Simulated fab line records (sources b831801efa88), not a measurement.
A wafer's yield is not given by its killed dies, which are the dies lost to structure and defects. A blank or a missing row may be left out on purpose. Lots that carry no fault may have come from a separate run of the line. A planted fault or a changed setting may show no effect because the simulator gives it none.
A struck lot beside a sound one    flow gf180mcu    18 steps out of a route of 602
Sound: the wafers L754.1, L754.2, L754.3. Struck: wafer L768.3. (L768.1, L768.5 of the same lot were not struck and are left out.) The cause comes at the end.
Order at every step that has rows: each side's tool, ch and its chambers, its first start. Under that, the readings that differ: sound wafers    struck wafers    difference of the means    sigmas: that difference in standard deviations of wafers without a fault.
alike: words and numbers the same on both sides, and readings whose means are apart by under 2 such deviations; not compared: readings that were withheld, readings missing a value for some wafer, numbers with overlapping values and no deviation given by the record, and bounds like >300 which may hide the same value.
A row with sigmas, a row that says differs or no value, or rows on one side alone: a step with any of these is where the two part. Numbers that don't overlap but have no deviation are shown without sigmas and don't part them. A reading that every wafer of one side lacks parts them only if that side has two wafers or more.

first, 3 steps without rows for these wafers: GF_V3_EXPOSE_11 (exposes mask Via3, target cd 260 nm); GF_V3_PEB_12 (peb time 90 s); GF_V3_DEVELOP_13 (develop time 60 s).
GF_V3_CD_MEAS_14: the cd target is 260 nm.
  struck on cdSem-02, day 28 00:45; sound on cdSem-02, day 23 23:40
  alike: cdNm
GF_V3_OVL_MEAS_15:
  struck on overlay-02, day 28 00:52; sound on overlay-02, day 23 23:47
  alike: V3_OVL
GF_V3_ETCH_16: etches BARC in N2/H2.
  sound on rieDiel-04 ch 0,1,3, day 23 23:49; struck on rieDiel-02 ch 1, day 28 00:55
  alike: drypumpMotorCurrentA, oesProductAu, throttleValvePct
then, 1 step without rows for these wafers: GF_V3_ETCH_17 (etches SiO2 in C4F8/O2/Ar, stops on TiN, target depth 635 nm).
GF_V3_STRIP_18: strips in O2/N2.
  sound on plasmaAsher-04 ch 0,1, day 23 23:57; struck on plasmaAsher-03 ch 1, day 28 01:02
  alike: drypumpMotorCurrentA, heaterPowerW, oesProductAu
  not compared: rfHoursCounterH
then, 2 steps without rows for these wafers: GF_V3_STRIP_19 (strips in post etch residue remover, time 1200 s); GF_V3_CLEAN_20 (cleans in DIW).
GF_V3_SPUTTER_21: material Ti, target thk 15 nm, time 80.02 s.
  struck on pvdSputter-02, day 28 01:34; sound on pvdSputter-02, day 24 00:59
  alike: substrateTempC, throttleValvePct
GF_V3_SPUTTER_22: material TiN, target thk 10 nm, time 40 s.
  struck on pvdSputter-02, day 28 01:38; sound on pvdSputter-02, day 24 01:03
  alike: throttleValvePct
GF_V3_CVD_23: deposits W, target thk 350 nm, time 104.9 s.
  sound on cvdW-01 ch 0,1, day 24 01:05; struck on cvdW-01 ch 0, day 28 01:40
reading                          sound                 struck  difference  sigmas
susceptorTempC (C)               399.67 399.66 399.91  387.73  -12.02      -52
model.W_of_V3_CVD_23.thkNm (nm)  344.8 349.6 349.7     281.9   -66.1       
  alike: heaterPowerW
GF_V3_RS_MEAS_24: a four-point-probe measurement.
  struck on filmMetro-03, day 28 01:47; sound on filmMetro-02, day 24 01:12
reading           sound              struck  difference  sigmas
V3_W_RS (ohm/sq)  0.332 0.327 0.328  0.407   +0.078      +21
GF_V3_THK_MEAS_25: measures by xrf.
  struck on filmMetro-03, day 28 01:54; sound on filmMetro-02, day 24 01:19
reading        sound        struck  difference  sigmas
V3_W_THK (nm)  358 364 361  289     -72         -14
GF_V3_CMP_26: polishes, stops on SiO2, t overpolish 15 s, target thk 0 nm.
  sound on cmp-01 ch 0,2,3, day 24 01:26; struck on cmp-02 ch 3, day 28 01:58
reading              sound     struck  difference  sigmas
timeToEndpointS (s)  90 94 86  72      -18         -5
  alike: motorCurrentA
GF_M4_SPUTTER_00: material Ti, target thk 37.5 nm, time 150 s.
  struck on pvdSputter-03, day 28 02:16; sound on pvdSputter-01, day 24 01:41
  alike: substrateTempC, throttleValvePct
-- the record jumps here: 6 days lie between the struck wafers' starts before and after (it left off in module M4 and takes up again in module PASSIVATION, whose first step shown is number 602 of the route) --
GF_PASSIVATION_PROBE_99:
  rows exist in the record for the struck wafers here (prober-02, day 33 16:06), but not for the sound ones

## WHERE THEY PART
Last at GF_PASSIVATION_PROBE_99 as far as this record goes, first at GF_V3_CVD_23.

WHY: what had been put in by the simulator
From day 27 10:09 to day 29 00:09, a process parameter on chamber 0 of cvdW-01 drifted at GF_V3_CVD_23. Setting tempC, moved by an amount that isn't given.
